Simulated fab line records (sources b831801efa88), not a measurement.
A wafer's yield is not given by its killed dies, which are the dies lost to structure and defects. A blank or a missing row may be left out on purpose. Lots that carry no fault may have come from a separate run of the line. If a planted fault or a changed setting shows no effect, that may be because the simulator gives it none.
Split-lot study ; flow gf180mcu ; on a route of 602 steps: 5 lots, 23 wafers read

SPLIT DETAILS
At GF_MVSD_COAT_02 (resist thk 3000 nm), the setting spin-rpm was moved away from the recipe's 2000 rpm on 11 of the 23 wafers read, by -5.5% to +3.8%. For the rest of the wafers, this setting stayed at what the recipe calls for.

Reading taken at the split's own step.

THE READING
coat_of_MVSD_COAT_02.thk-nm (the simulator's own value, which no gauge read), in nm, at GF_MVSD_COAT_02 (resist thk 3000 nm). There is no usual value for it anywhere in the file. Here, 12 wafers ran the recipe; their average is 3003 nm with a standard deviation of 16 nm.

wafer;tool, chamber at the split;spin-rpm as run, rpm;against the recipe;coat_of_MVSD_COAT_02.thk-nm, nm;against lot-mates on the recipe
L075.2;litho-track-01, 0;2000;recipe;3010;-
L075.3;litho-track-01, 0;2000;recipe;2992;-
L075.4;litho-track-01, 0;2000;recipe;2996;-
L075.5;litho-track-01, 0;1943;-2.8%;3042;+43
L075.6;litho-track-01, 0;1943;-2.8%;3040;+41
L077.1;litho-track-02, 0;2000;recipe;2983;-
L077.2;litho-track-02, 0;1890;-5.5%;3075;+88
L077.4;litho-track-02, 0;1890;-5.5%;3075;+88
L077.5;litho-track-02, 0;1890;-5.5%;3084;+96
L077.6;litho-track-02, 0;2000;recipe;2992;-
L080.2;litho-track-01, 0;2000;recipe;3026;-
L080.3;litho-track-01, 0;2000;recipe;3023;-
L080.6;litho-track-01, 0;2000;recipe;3034;-
L084.1;litho-track-02, 0;2076;+3.8%;2935;-57
L084.2;litho-track-02, 0;2000;recipe;2997;-
L084.3;litho-track-02, 0;2000;recipe;2987;-
L084.5;litho-track-02, 0;2076;+3.8%;2937;-55
L084.6;litho-track-02, 0;2076;+3.8%;2939;-53
L085.1;litho-track-04, 0;1910;-4.5%;3063;+66
L085.2;litho-track-04, 0;2000;recipe;3000;-
L085.3;litho-track-04, 0;1910;-4.5%;3074;+78
L085.4;litho-track-04, 0;2000;recipe;2993;-
L085.5;litho-track-04, 0;1910;-4.5%;3064;+68

FIT RESULTS
A straight line over all 23 wafers: coat_of_MVSD_COAT_02.thk-nm changes by -14.9 nm for each +1% of spin-rpm; r = -0.96; the points scatter about the line by 13 nm.
The same after taking each lot's own level away (the mean of its wafers on the recipe; 23 wafers): -15.6 nm for each +1%; r = -0.99; scatter 5.4 nm.
On that fit, the largest move of spin-rpm shifts the reading by 86 nm.
The span of the lots' own levels, 2987.5 to 3027.7 nm, comes to 2.5 times the standard deviation stated above.
Hence the lot-to-lot level has little effect on the slope; both slopes agree.
Check: +86.5 nm against its lot-mates is what the line predicts for one of the wafers moved furthest among these (-5.5%) when that wafer is left out of the fit. Against them it came out at +87.5 nm.

ADDITIONAL SPLITS CARRIED BY THESE WAFERS
Note: prior to the reading, these wafers also went through further splits. Each is held against what the fit with the lots' levels taken away leaves over:
other split on the same wafers;wafers away from the commonest value;r with coat_of_MVSD_COAT_02.thk-nm (lot level and that fit taken away)
GF_STI_CVD_03 temp-c;10;-0.18
GF_STI_PEB_10 peb-temp-c;4;+0.10
GF_DNWELL_COAT_02 spin-rpm;9;-0.07
GF_NWELL_COAT_02 resist-thk-nm;6;-0.51

THE WHOLE CHAIN: every reading that the file lists as answering this split, in the file's order
step;what it does;reading;change (the file's fit);r (the file's)
GF_MVSD_COAT_02;resist thk 3000 nm;coat_of_MVSD_COAT_02.thk-nm (the simulator's own value, which no gauge read);-15.6 nm for each +1% of the setting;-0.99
GF_MVSD_STRIP_10;strips in O2/N2;strip-time-to-endpoint-s;withheld for each +1% of the setting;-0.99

FILE'S OWN FIT
coat_of_MVSD_COAT_02.thk-nm changes by -15.6 nm for each +1% of spin-rpm, r = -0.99.
